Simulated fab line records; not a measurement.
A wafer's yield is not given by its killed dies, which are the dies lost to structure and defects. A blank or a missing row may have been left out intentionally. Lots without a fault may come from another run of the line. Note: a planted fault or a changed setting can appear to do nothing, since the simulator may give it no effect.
A single fault, viewed from 2 desks / flow gf180mcu / each desk holds nothing but its own numbers, with what lay behind them at the end

AT THE METROLOGY DESK
What the gauges read for every lot (on any tool): the sampled wafers with a number, averaged. Marked OUT: a lot whose mean sits more than 4 standard deviations from the usual mean, which makes it out of limits; the brackets give that distance.
Columns: A = V2_CVD_02_THK at GF_V2_THK_MEAS_03, usual 853 nm; B = V2_W_RS at GF_V2_RS_MEAS_24, usual 0.329 ohm/sq; C = M3_ALCU_RS at GF_M3_RS_MEAS_05, usual 0.0696 ohm/sq; D = M3_ALCU_THK at GF_M3_THK_MEAS_06, usual 457 nm
lot=L289; first seen here=day 19 02:17; A=852; B=0.329; C=0.0691; D=458
lot=L290; first seen here=day 19 13:18; A=850; B=0.327; C=0.0698; D=457
lot=L292; first seen here=day 20 03:07; A=836; B=0.330; C=0.0694; D=460
lot=L293; first seen here=day 20 20:35; A=862; B=0.334; C=0.0697; D=457
lot=L294; first seen here=day 21 02:04; A=852; B=0.325; C=0.0695; D=457
lot=L295; first seen here=day 21 14:08; A=850; B=0.337; C=0.0695; D=458
lot=L297; first seen here=day 22 10:05; A=862; B=0.333; C=0.0690; D=460
lot=L298; first seen here=day 22 20:13; A=843; B=0.330; C=0.0691; D=460
lot=L299; first seen here=day 23 06:03; A=846; B=0.324; C=0.0708; D=449
lot=L300; first seen here=day 23 12:10; A=847; B=0.322; C=0.0697; D=457
lot=L301; first seen here=day 23 18:44; A=856; B=0.330; C=0.0687; D=461
lot=L302; first seen here=day 23 23:55; A=862; B=0.330; C=0.0703; D=452
lot=L310; first seen here=day 26 14:27; A=846; B=0.333; C=0.0653 (-5.8) OUT; D=487 (+5.8) OUT
Finding of this desk: L310 out of limits, first seen on L310 at day 27 12:31 (M3_ALCU_RS at GF_M3_RS_MEAS_05). L289, L290, L292, L293, L294, L295, L297, L298, L299, L300, L301, L302: within limits.

DESK OF THE TOOL OWNER: pvdSputter-01
The tool's own readings at GF_M3_SPUTTER_02 (material AlCu, target thk 450 nm, time 23.9 s): means of the sampled wafers that have a number, for each lot that ran on this tool. Marked OUT: a lot whose mean sits more than 4 standard deviations from the usual mean, which makes it out of limits; the brackets give that distance.
Columns: A = cathodeDcPowerW at GF_M3_SPUTTER_02, usual 10600 W; B = throttleValvePct at GF_M3_SPUTTER_02, usual 30.0 %
lot=L290; first seen here=day 20 15:19; A=10601; B=29.7
lot=L292; first seen here=day 21 04:59; A=10600; B=29.9
lot=L295; first seen here=day 22 15:39; A=10600; B=30.0
lot=L301; first seen here=day 24 18:46; A=10600; B=29.8
lot=L302; first seen here=day 24 23:52; A=10599; B=29.9
lot=L310; first seen here=day 27 12:25; A=11220 (+99 or more) OUT; B=29.5
This desk finds L310 out of limits, L310 being first, at day 27 12:25 (cathodeDcPowerW at GF_M3_SPUTTER_02). L290, L292, L295, L301, L302: within limits.

BROUGHT TOGETHER
At day 27 12:25, on L310, the tool owner's desk was in a position to raise an alarm.
Metrology desk: alarm possible at day 27 12:31 on L310.
GF_M3_SPUTTER_02 was run on pvdSputter-01 by each of the lots named.

WHAT THE SIMULATOR HAD INSERTED
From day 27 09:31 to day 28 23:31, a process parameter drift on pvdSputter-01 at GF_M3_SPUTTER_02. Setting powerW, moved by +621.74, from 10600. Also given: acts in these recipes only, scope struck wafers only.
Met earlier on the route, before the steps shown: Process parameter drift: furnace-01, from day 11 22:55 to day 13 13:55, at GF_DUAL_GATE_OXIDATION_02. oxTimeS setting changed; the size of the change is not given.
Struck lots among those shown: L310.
Hours from the fault's start to each desk's first reading out of limits: the tool owner's desk, 3; the metrology desk, 3.
